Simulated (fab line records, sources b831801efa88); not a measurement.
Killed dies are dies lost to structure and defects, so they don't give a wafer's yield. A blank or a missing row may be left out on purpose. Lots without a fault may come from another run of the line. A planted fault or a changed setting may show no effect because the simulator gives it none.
fab line records | flow sky130
record lots=12 wafers=35 last_day=50
route steps=708 shown VT_ADJUST_LVTN@117 VT_ADJUST_PCH@150 GATE_OXIDE@197 VIA1@458 PAD_OPEN@708
lots that met no fault: from a run of the same line without faults
start_h: hours from the record's first day to the start of the lot's first wafer shown | wait_h: hours since the lot's step before | " the same as in the row above | L1.1+2: a row that stands for several wafers | - no value, or no start given | * or withheld: withheld | < > ~ a bound
route shown NAME@n: a module of which the file shows steps, and the number in the route of the first | usual: mean/standard deviation of fault-free wafers | same: alike in all rows | chamber/n: place in a boat | sites: the reading at each site | _std_site: their standard deviation | _edge_site: outer sites' mean less inner sites' | radius_mm: how far each site lies from the wafer's centre | mask NAME#n: copy n | behind: the tool/chamber that last shaped the wafer | hold: why the lot was held/for how many hours/how that ended | device: the transistor (n, p or np) that didn't switch | end of line: the same wafers' tests at the end of the route | a step without rows: its recipe alone | killed: dies lost to structure and defects at the first sort, not the wafer's yield | map: a wafer's dies, x killed, . not, _ none there
set.NAME: the setting as run; set.NAME@STEP: as run at that earlier step | model.NAME: the simulator's own value behind a step, which no gauge read
steps of the route over a sample of lots; a table a step, a row a wafer
services: from which hour (start_h, from the record's first day; less than 0 if before it) a tool's chamber was out of use, for how many hours, and why
## steps
# step SKY_VT_ADJUST_LVTN_STRIP_20
# recipe chemistry=O2/N2 power_w=1400 pressure_mtorr=1500 platen_temp_c=withheld o2_flow_sccm=3000 n2_flow_sccm=300 overash_fraction=0.5
# usual drypump_motor_current_A=5.73/0.15 oes_product_au=0.715/0.0047 strip_time_to_endpoint_s=14.19/0.045
# columns lot.wafer tool chamber start_h wait_h drypump_motor_current_A oes_product_au rf_hours_counter_h strip_time_to_endpoint_s
L385.3 plasma_asher-03 0 182.85 0.1 5.77 0.714 - 14.19
L385.5 " 0 " " 5.72 0.711 - 14.16
L385.6 " 1 " " 5.83 0.720 - 14.16
L386.1 plasma_asher-01 0 183.95 0.1 5.44 0.709 49 14.19
L386.2 " 1 " " 5.45 0.723 49 14.19
L386.4 " 1 " " 5.43 0.716 - 14.17
L387.2 plasma_asher-02 1 184.25 0.1 5.85 0.712 50 14.22
L387.5 " 0 " " 5.83 0.719 - 14.19
L387.6 " 1 " " 5.85 0.715 - 14.17
L391.2 plasma_asher-01 1 210.17 0.1 5.43 0.715 52 14.30
L391.3 " 1 " " 5.42 0.715 - 14.26
L391.4 " 0 " " 5.47 0.712 - 14.29
L389.1 plasma_asher-02 0 211.35 0.1 5.83 0.709 53 14.17
L389.2 " 1 " " 5.87 0.720 53 14.19
L389.3 " 0 " " 5.82 0.719 - 14.19
L393.4 plasma_asher-03 0 223.12 0.1 5.69 0.718 - 14.24
L393.5 " 0 " " 5.74 0.708 - 14.26
L393.6 " 1 " " 5.85 0.719 - 14.28
L395.1 plasma_asher-01 1 237.23 0.1 5.42 0.725 55 14.24
L395.3 " 1 " " 5.43 0.710 - 14.15
L395.6 " 1 " " 5.42 0.711 - 14.19
L396.2 plasma_asher-02 0 247.62 0.1 5.83 0.708 57 14.13
L396.5 " 0 " " 5.82 0.714 - 14.15
L396.6 " 1 " " 5.82 0.712 - 14.17
L397.3 plasma_asher-02 1 253.95 0.1 5.87 0.726 - 14.22
L397.4 " 0 " " 5.83 0.718 - 14.20
L397.5 " 1 " " 5.86 0.718 - 14.19
L398.3 plasma_asher-03 0 260.15 0.1 5.71 0.709 - 14.19
L398.4 " 1 " " 5.83 0.723 - 14.18
L405.2 plasma_asher-03 1 304.15 0.1 5.82 0.714 18 14.17
L405.4 " 0 " " 5.69 0.707 - 14.18
L405.6 " 1 " " 5.85 0.710 - 14.15
L406.1 plasma_asher-01 1 308.13 0.1 5.42 0.714 62 14.15
L406.2 " 0 " " 5.47 0.712 62 14.15
L406.4 " 1 " " 5.41 0.722 - 14.15
# step SKY_VT_ADJUST_PCH_OVL_MEAS_07
# usual VT_ADJUST_PCH_OVL=0.0/1.4
# columns lot.wafer tool chamber start_h wait_h VT_ADJUST_PCH_OVL[nm]
L385.3 overlay-01 - 247.82 - -0.9
L385.5 " - " " -0.9
L385.6 " - " " -2.9
L386.1 overlay-02 - 249.38 - -0.3
L386.2 " - " " 0.9
L386.4 " - " " 1.1
L387.2 overlay-01 - 249.74 - 1.5
L387.5 " - " " 1.2
L387.6 " - " " 0.1
L391.2 overlay-02 - 279.85 - 1.1
L391.3 " - " " 0.2
L391.4 " - " " 0.6
L389.1 overlay-02 - 281.68 - 1.5
L389.2 " - " " -1.8
L389.3 " - " " -0.2
L393.4 overlay-02 - 294.33 - 0.1
L393.5 " - " " -0.5
L393.6 " - " " -1.6
L395.1 overlay-01 - 310.80 - 0.1
L395.3 " - " " 2.3
L395.6 " - " " 1.1
L396.2 overlay-01 - 321.54 - -0.4
L396.5 " - " " -0.6
L396.6 " - " " 1.2
L397.3 overlay-02 - 329.49 - -0.7
L397.4 " - " " -0.5
L397.5 " - " " -0.1
L398.3 overlay-01 - 336.31 - -0.3
L398.4 " - " " 1.0
L405.2 overlay-02 - 384.55 - 0.9
L405.4 " - " " 1.7
L405.6 " - " " 2.4
L406.1 overlay-01 - 388.31 - -1.3
L406.2 " - " " -0.4
L406.4 " - " " -0.5
# step SKY_GATE_OXIDE_OVL_MEAS_10
# usual GATE_OXIDE_OVL=-0.5/1.4
# columns lot.wafer tool chamber start_h wait_h GATE_OXIDE_OVL[nm]
L385.3 overlay-01 - 330.89 0.1 -1.8
L385.5 " - " " 0.3
L385.6 " - " " -2.6
L386.1 overlay-01 - 334.98 0.1 -1.9
L386.2 " - " " -0.5
L386.4 " - " " -1.5
L387.2 overlay-02 - 334.99 0.1 -0.8
L387.5 " - " " -1.2
L387.6 " - " " -0.7
L389.1 overlay-01 - 369.88 0.1 0.6
L389.2 " - " " 1.1
L389.3 " - " " -0.6
L391.2 overlay-02 - 370.39 0.1 1.3
L391.3 " - " " 1.3
L391.4 " - " " 0.3
L393.4 overlay-01 - 382.40 0.1 -0.3
L393.5 " - " " -2.5
L393.6 " - " " -0.1
L395.1 overlay-01 - 417.35 0.1 0.9
L395.3 " - " " 1.9
L395.6 " - " " 1.5
L396.2 overlay-02 - 418.38 0.1 -0.1
L396.5 " - " " -0.3
L396.6 " - " " -1.7
L397.3 overlay-01 - 424.59 0.1 -1.0
L397.4 " - " " -0.5
L397.5 " - " " -0.4
L398.3 overlay-01 - 430.29 0.1 1.5
L398.4 " - " " -2.4
L405.2 overlay-01 - 482.58 0.1 -0.6
L405.4 " - " " -0.6
L405.6 " - " " -0.2
L406.1 overlay-02 - 487.03 0.1 1.6
L406.2 " - " " 0.2
L406.4 " - " " 1.3
# step SKY_VIA1_HDPCVD_00
# recipe material=SiO2 target_thk_nm=1030 sigma_open_frac=0.3 time_s=171.7 temp_c=400 sih4_flow_sccm=60 pressure_mtorr=6
# usual run_length_s=199.7/0.56
# columns lot.wafer tool chamber start_h wait_h run_length_s
L385.3 hdpcvd-02 0 791.13 0.1 199.2
L385.5 " 2 " " 200.6
L385.6 " 0 " " 199.2
L386.1 hdpcvd-02 1 795.81 0.0 200.3
L386.2 " 0 " " 199.0
L386.4 " 2 " " 200.4
L387.2 hdpcvd-01 1 798.58 0.0 199.0
L387.5 " 2 " " 199.0
L387.6 " 0 " " 199.7
L389.1 hdpcvd-02 0 829.24 0.0 199.0
L389.2 " 1 " " 199.8
L389.3 " 2 " " 200.8
L391.2 hdpcvd-01 2 830.19 0.0 199.6
L391.3 " 0 " " 199.7
L391.4 " 2 " " 199.2
L393.4 hdpcvd-01 0 835.69 0.1 200.0
L393.5 " 2 " " 199.6
L393.6 " 1 " " 198.9
L396.2 hdpcvd-02 1 868.27 0.0 199.9
L396.5 " 1 " " 200.2
L396.6 " 2 " " 200.4
L395.1 hdpcvd-02 1 869.41 0.0 200.3
L395.3 " 2 " " 200.4
L395.6 " 1 " " 200.5
L397.3 hdpcvd-01 1 874.74 0.0 199.2
L397.4 " 2 " " 199.2
L397.5 " 0 " " 200.2
L398.3 hdpcvd-02 1 877.69 0.0 225.1
L398.4 " 0 " " 199.1
L405.2 hdpcvd-01 0 920.28 0.0 200.0
L405.4 " 2 " " 200.0
L405.6 " 1 " " 199.2
L406.1 hdpcvd-01 0 923.90 0.0 199.8
L406.2 " 1 " " 199.0
L406.4 " 0 " " 199.8
# step SKY_VIA1_THK_MEAS_01
# recipe reads=SiO2_of_VIA1_HDPCVD_00
# usual VIA1_HDPCVD_THK=1036/11
# columns lot.wafer tool chamber start_h wait_h VIA1_HDPCVD_THK[nm]
L385.3 film_metro-03 - 791.26 0.1 1034
L385.5 " - " " 1021
L385.6 " - " " 1026
L386.1 film_metro-02 - 795.93 0.1 1026
L386.2 " - " " 1045
L386.4 " - " " 1022
L387.2 film_metro-01 - 798.70 0.1 1048
L387.5 " - " " 1033
L387.6 " - " " 1005
L389.1 film_metro-03 - 829.35 0.1 1033
L389.2 " - " " 1027
L389.3 " - " " 1033
L391.2 film_metro-03 - 830.31 0.1 1033
L391.3 " - " " 1032
L391.4 " - " " 1038
L393.4 film_metro-01 - 835.77 0.0 1036
L393.5 " - " " 1047
L393.6 " - " " 1067
L396.2 film_metro-03 - 868.39 0.1 1022
L396.5 " - " " 1018
L396.6 " - " " 1024
L395.1 film_metro-01 - 869.53 0.1 1017
L395.3 " - " " 1022
L395.6 " - " " 1034
L397.3 film_metro-03 - 874.87 0.1 1058
L397.4 " - " " 1053
L397.5 " - " " 1036
L398.3 film_metro-01 - 877.82 0.1 1175
L398.4 " - " " 1026
L405.2 film_metro-02 - 920.40 0.1 1028
L405.4 " - " " 1036
L405.6 " - " " 1043
L406.1 film_metro-03 - 924.01 0.1 1038
L406.2 " - " " 1032
L406.4 " - " " 1029
# step SKY_PAD_OPEN_PROBE_99
# usual defect_limited_yield=82.5/1.9 killed_at_M0_to_M3=43/6.8 killed_at_M4_up=3.0/1.6 killed_at_contacts=25/6 killed_at_front_end=15/4.4 killed_at_other=0.3/0.52 killed_dies=86/9.6 killed_open=47/6.7 killed_short=39/6.8 sort_bin_3_pad_short=0.9/0.43 sort_bin_5_function=10.3/1.5 sort_bin_6_memory=6.3/1.1 sort_n_pass=406/9.6 sort_yield_pct=82.5/1.9
# same gross_dies=492 killed_at_back_side=0 sort_bin_4_leakage[%]=0 sort_bin_8_speed[%]=0
# columns lot.wafer tool chamber start_h wait_h defect_limited_yield[%] killed_at_M0_to_M3 killed_at_M4_up killed_at_contacts killed_at_front_end killed_at_other killed_dies killed_open killed_short sort_bin_3_pad_short[%] sort_bin_5_function[%] sort_bin_6_memory[%] sort_n_pass sort_yield_pct[%]
L391.2 prober-01 - 1127.79 0.1 86.4 39 2 17 9 0 67 42 25 0.2 7.5 5.9 425 86.4
L391.3 prober-01 - 1127.84 0.2 82.3 43 4 26 14 0 87 55 32 1.8 9.6 6.3 405 82.3
L391.4 prober-01 - 1127.89 0.2 83.7 29 2 31 18 0 80 39 40 0.2 9.1 6.9 412 83.7
L398.3 prober-02 - 1160.08 0.2 80.5 50 3 26 17 0 96 52 44 1.8 10.2 7.5 396 80.5
L398.4 prober-02 - 1160.13 0.2 85.0 33 4 21 16 0 74 35 39 2.0 8.5 4.5 418 85.0
# killed by level:class
L391.2 VIA1:geometric_particle:open=9 VIA3:geometric_particle:open=8 LI_CONTACT:geometric_particle:open=7 VIA2:geometric_particle:open=7 CONTACT:geometric_particle:short=5 METAL1:geometric_particle:short=5 CONTACT:geometric_particle:open=4 METAL2:geometric_particle:short=3
L391.3 VIA2:geometric_particle:open=12 CONTACT:geometric_particle:open=10 VIA1:geometric_particle:open=10 METAL2:geometric_particle:short=9 LI_CONTACT:geometric_particle:open=7 FIELD_ISO:geometric_particle:open=6 LI_CONTACT:geometric_particle:short=4 METAL1:geometric_particle:short=4
L391.4 CONTACT:geometric_particle:open=12 POLY_GATE:geometric_particle:short=6 LI_CONTACT:geometric_particle:open=6 METAL1:geometric_particle:short=6 LOCAL_INTERCONNECT:geometric_particle:short=5 CONTACT:geometric_particle:short=5 VIA3:geometric_particle:open=5 POLY_GATE:geometric_particle:open=4
L398.3 VIA1:geometric_particle:open=11 CONTACT:geometric_particle:open=9 LOCAL_INTERCONNECT:geometric_particle:short=8 POLY_GATE:geometric_particle:open=7 VIA3:geometric_particle:open=7 VIA1:geometric_particle:short=6 VIA2:geometric_particle:open=6 LI_CONTACT:geometric_particle:open=5
L398.4 VIA1:geometric_particle:open=7 LI_CONTACT:geometric_particle:open=6 CONTACT:geometric_particle:open=6 FIELD_ISO:geometric_particle:short=5 POLY_GATE:geometric_particle:short=5 VIA2:geometric_particle:short=5 VIA3:geometric_particle:open=5 LI_CONTACT:geometric_particle:short=4
## services
# columns tool chamber start_h hours kind
plasma_asher-02 - 256.64 1.3 repair
plasma_asher-01 - 262.83 2.8 pm
hdpcvd-02 - 290.58 0.5 repair
hdpcvd-01 - 366.25 15.0 pm
hdpcvd-02 0 370.64 18.1 repair
hdpcvd-02 - 386.38 1.2 repair
plasma_asher-01 - 421.25 9.0 pm
hdpcvd-02 2 463.64 5.2 repair
plasma_asher-02 - 472.74 13.8 repair
plasma_asher-01 - 510.22 9.9 repair
hdpcvd-01 - 519.52 2.8 pm
hdpcvd-01 - 523.53 0.7 repair
hdpcvd-02 - 569.07 0.6 repair
plasma_asher-01 - 583.80 0.4 repair
plasma_asher-01 - 584.96 0.8 repair
hdpcvd-02 - 590.23 0.9 repair
hdpcvd-02 0 623.01 21.5 repair
hdpcvd-02 - 650.75 15.0 pm
plasma_asher-02 - 733.77 9.0 pm
hdpcvd-02 - 745.62 2.8 pm
hdpcvd-02 1 783.68 10.3 repair
hdpcvd-02 1 807.07 9.0 repair
hdpcvd-01 - 821.98 1.4 repair
hdpcvd-02 - 906.37 14.6 pm
## key
first_sign step=SKY_VIA1_HDPCVD_00 reading=run_length_s direction=up sigmas=45 usual=* struck=*
effect step=SKY_VIA1_THK_MEAS_01 reading=VIA1_HDPCVD_THK direction=up sigmas=13 usual=1036 struck=1175
met_at SKY_VIA1_HDPCVD_00
struck_lots L398
struck_wafers L398.3
not_acting_at SKY_VT_ADJUST_LVTN_STRIP_20,SKY_VT_ADJUST_PCH_OVL_MEAS_07,SKY_GATE_OXIDE_OVL_MEAS_10
onset_between 869.41 877.69
fault kind=process_parameter_drift tool=hdpcvd-02 chamber=- onset_h=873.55 steps=SKY_VIA1_HDPCVD_00 channel=time_s offset=* shape=step end_h=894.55 scope=struck_wafers_only acts_in=* stated=*
